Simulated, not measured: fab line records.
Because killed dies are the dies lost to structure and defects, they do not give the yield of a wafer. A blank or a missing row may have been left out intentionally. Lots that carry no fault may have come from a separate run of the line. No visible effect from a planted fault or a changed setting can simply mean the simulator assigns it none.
Code-filled problem report in 8D (eight disciplines) form / flow gf180mcu / the parts of the form that need people (team, actions taken, sign-off) are left out

1. THE PROBLEM
Mean V1_CVD_02_THK at GF_V1_THK_MEAS_03: 934 nm over 2 wafers in 2 lots; fault-free wafers: 852 nm, standard deviation 12. That is +6.8 standard deviations from the usual mean.
Earliest sighting: wafer L869.3 on film-metro-01 at day 19 17:32. At this step, 33 wafers from 11 lots have a number in the record. By rule, "out" or "out of limits" means more than 4 standard deviations away from the usual mean. The other wafers with a number count as sound.

2. WHAT IT IS, AND WHAT IT ISN'T
question=which readings at this step | is=V1_CVD_02_THK | is not=-
question=which lots | is=L869, L870 | is not=L863, L864, L878, L879, L881, L882, L883, L884, L885
question=which wafers of those lots | is=L869.3, L870.3 | is not=L869.4, L869.6, L870.1, L870.5
question=read on which gauges | is=film-metro-01, film-metro-04 | is not=film-metro-03
question=when | is=from day 19 17:32 | is not=up to then (8 sound wafers); but 23 sound wafers of L870, L878, L879, L881, L882, L883, L884, L885 came after

3. THE SUSPECTS, EACH WITH WHAT RULES IT OUT
Counting: a tool at a process step up to the reading stays a suspect if it ran every lot that is out. Sound lots after the first of them don't rule it out here, since some wafers of a struck lot are sound.
- the gauge at GF_V1_THK_MEAS_03 has been ruled out. 2 gauges (film-metro-01, film-metro-04) read the wafers that are out.
- pecvd-01 at GF_V1_CVD_02 (deposits SiO2 from TEOS, target thk 850 nm, time 94.851 s): kept. It ran every lot that is out, first L869 (day 19 17:27). On those wafers its own readings are out: run-length-s.
- In pecvd-01 at GF_V1_CVD_02, the wafers that are out were processed in chamber 2 and their sound lot-mates in chambers 0, 1.
The count leaves pecvd-01 at GF_V1_CVD_02.

4. THE CAUSE (what the simulator had put in)
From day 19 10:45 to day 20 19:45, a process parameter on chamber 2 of pecvd-01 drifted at GF_V1_CVD_02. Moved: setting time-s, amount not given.
Counting left only this tool.

5. THE CHAIN OF EFFECTS, in route order
Rows list readings where the struck wafers' mean (over those with a number) sits beyond 3 standard deviations from the usual. Only readings for which the record gives a usual standard deviation are gone through. hours: the time from each lot's start at the first step in this table that gives one to its start at this step, as a median over the lots. sigmas: the change in usual standard deviations.
hours=0; step=GF_V1_CVD_02; reading=run-length-s; usual=122.8 s; on struck wafers=132.8; change=+10.0; sigmas=+15
hours=0; step=GF_V1_THK_MEAS_03; reading=V1_CVD_02_THK; usual=852 nm; on struck wafers=934; change=+82; sigmas=+6.8
hours=0; step=GF_V1_CMP_04; reading=time-to-endpoint-s; usual=82 s; on struck wafers=111; change=+29; sigmas=+5.3
It contains these process steps:
- GF_V1_CVD_02: deposits SiO2 from TEOS, target thk 850 nm, time 94.851 s.
- GF_V1_CMP_04: polishes SiO2.

6. HOW IT WOULD HAVE BEEN CAUGHT EARLIER
The first out-of-limits reading at a measuring or inspecting step in this record came at day 19 17:32, 7 hours after the fault's start at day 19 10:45.
Tool's own readings at GF_V1_CVD_02, run-length-s: out on all struck wafers the step has rows for; an alarm limit on them would have tripped on the first.
L870, from the lots that are out (2), started GF_V1_CVD_02 on pecvd-01 later than day 19 17:32. Putting the tool on hold at that point would have spared it.
